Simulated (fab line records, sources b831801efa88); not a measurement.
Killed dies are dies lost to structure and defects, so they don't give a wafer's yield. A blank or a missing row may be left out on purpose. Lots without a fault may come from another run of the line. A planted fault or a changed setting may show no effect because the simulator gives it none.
A struck lot beside a sound one | flow sky130 | 16 steps out of a route of 708
Sound: wafers L106.3, L106.5, L106.6. Struck: wafers L111.2, L111.3. The cause comes at the end.
At each step with rows: each side's tool, then ch and its chambers, then its first start. Under that, the readings that differ: sound wafers | struck wafers | difference of the means | sigmas: that difference in standard deviations of wafers without a fault.
alike: readings whose means differ by less than 2 such deviations, and words and numbers that are the same on both sides. not compared: withheld readings, readings that some wafer has no value for, bounds like >300 that may hide the same value, and numbers for which the record gives no deviation and whose values overlap.
The two part at a step that has a row with sigmas, a row that says differs or no value, or rows on one side only. Numbers that don't overlap but have no deviation are shown without sigmas and don't part them. A reading that every wafer of one side lacks parts them only if that side has two wafers or more.

first, 5 steps without rows for these wafers: SKY_POLY_GATE_COAT_08 (resist thk 450 nm); SKY_POLY_GATE_SOFTBAKE_09 (time 90 s); SKY_POLY_GATE_EXPOSE_10 (exposes mask P1M, target cd 150 nm); SKY_POLY_GATE_PEB_11; SKY_POLY_GATE_DEVELOP_12 (develop time 60 s).
SKY_POLY_GATE_CD_MEAS_13: target cd 150 nm.
  sound on cd_sem-01, day 18 08:05; struck on cd_sem-02, day 22 03:58
  alike: cd_nm
SKY_POLY_GATE_OVL_MEAS_14:
  sound on overlay-01, day 18 08:10; struck on overlay-02, day 22 04:04
  alike: POLY_GATE_OVL
SKY_POLY_GATE_ETCH_15: etches BARC in N2/H2, stops on SiO2, time 118.5 s, target depth 110 nm.
  sound on rie_diel-02 ch 1,2,3, day 18 08:12; struck on rie_diel-01 ch 2,3, day 22 04:06
  alike: bias_w, chamber_pressure_mTorr, drypump_motor_current_A, n2_flow_sccm, oes_product_au, rf_fwd_power_W, throttle_valve_pct
  not compared: rf_hours_counter_h
SKY_POLY_GATE_ETCH_16: etches Si3N4 in CH3F/O2, stops on poly-Si, time 147.5 s, target depth 75 nm.
  sound on rie_diel-02 ch 1,2,3, day 18 08:17; struck on rie_diel-01 ch 2,3, day 22 04:11
  alike: bias_w, chamber_pressure_mTorr, drypump_motor_current_A, oes_product_au, rf_fwd_power_W, throttle_valve_pct
  not compared: rf_hours_counter_h
SKY_POLY_GATE_ETCH_17: etches poly-Si in HBr/Cl2, stops on SiO2, target depth 180 nm, time 70.5 s.
  sound on rie_si-02 ch 0,3, day 18 08:23; struck on rie_si-01 ch 1,2, day 22 04:17
  alike: bias_w, chamber_pressure_mTorr, drypump_motor_current_A, oes_product_au, rf_fwd_power_W, throttle_valve_pct
  not compared: rf_hours_counter_h
SKY_POLY_GATE_STRIP_18: strips in O2/N2.
  sound on plasma_asher-03 ch 0,1, day 18 08:28; struck on plasma_asher-04 ch 0,1, day 22 04:20
  alike: chamber_pressure_mTorr, drypump_motor_current_A, n2_flow_sccm, oes_product_au, strip_time_to_endpoint_s
  not compared: rf_hours_counter_h
then, 1 step without rows for these wafers: SKY_POLY_GATE_CLEAN_19 (cleans in SC1/SC2, time 150 s).
SKY_POLY_GATE_OXIDATION_20: stabilise 600 s, purge 300 s, target thk 4 nm.
  sound on furnace-01 ch 0, day 18 08:38; struck on furnace-02 ch 0, day 22 08:47
SKY_POLY_GATE_THK_MEAS_21:
  sound on film_metro-03, day 18 09:54; struck on film_metro-02, day 22 10:20
  reading                      | sound          | struck    | difference | sigmas
  POLY_GATE_OXIDATION_THK (nm) | 4.24 4.18 4.19 | 6.59 6.66 | +2.42      | +25
SKY_POLY_GATE_CD_MEAS_22:
  sound on cd_sem-01, day 18 10:00; struck on cd_sem-01, day 22 16:28
  alike: cd_nm
-- the record jumps here: 27 days lie between the struck wafers' starts before and after (it left off in module POLY_GATE and takes up again in module PAD_OPEN, whose first step shown is number 708 of the route) --
SKY_PAD_OPEN_PROBE_99:
  sound on prober-01, day 46 22:22; struck on prober-02, day 49 17:45
  reading                                 | sound             | struck      | difference | sigmas
  model.etest.tip_sonos.rs_ohm_sq         | 2765 2716 2728    | 3304 3439   | +635       |
  model.etest.tip_p.rs_ohm_sq             | 7137 7111 7055    | 7300 7334   | +216       |
  model.etest.pfet_01v8.r_on_ohm_um       | 2971 3037 3055    | 3146 3142   | +123       |
  model.etest.res_pdiff.line_ohm_um       | 1346 1400 1385    | 1486 1444   | +88        |
  model.etest.tip_n.rs_ohm_sq             | 446.7 443.3 444.2 | 489.9 494.5 | +47.5      |
  model.etest.nfet_01v8.r_on_ohm_um       | 843.7 850.9 840.9 | 884.2 872.9 | +33.4      |
  model.etest.sonos_uncharged.r_on_ohm_um | 804.6 807.5 821.3 | 852 827.7   | +29        |
  alike: killed_at_M0_to_M3, killed_at_M4_up, killed_at_contacts, killed_at_front_end, killed_at_other, killed_dies, killed_open, killed_short
  not compared: model.etest.res_ndiff.line_ohm_um

WHERE THEY PART
Only at SKY_POLY_GATE_THK_MEAS_21, within this record. Later steps at which nothing parts them and some readings are alike: SKY_POLY_GATE_CD_MEAS_22, SKY_PAD_OPEN_PROBE_99.

WHY: what the simulator had put in
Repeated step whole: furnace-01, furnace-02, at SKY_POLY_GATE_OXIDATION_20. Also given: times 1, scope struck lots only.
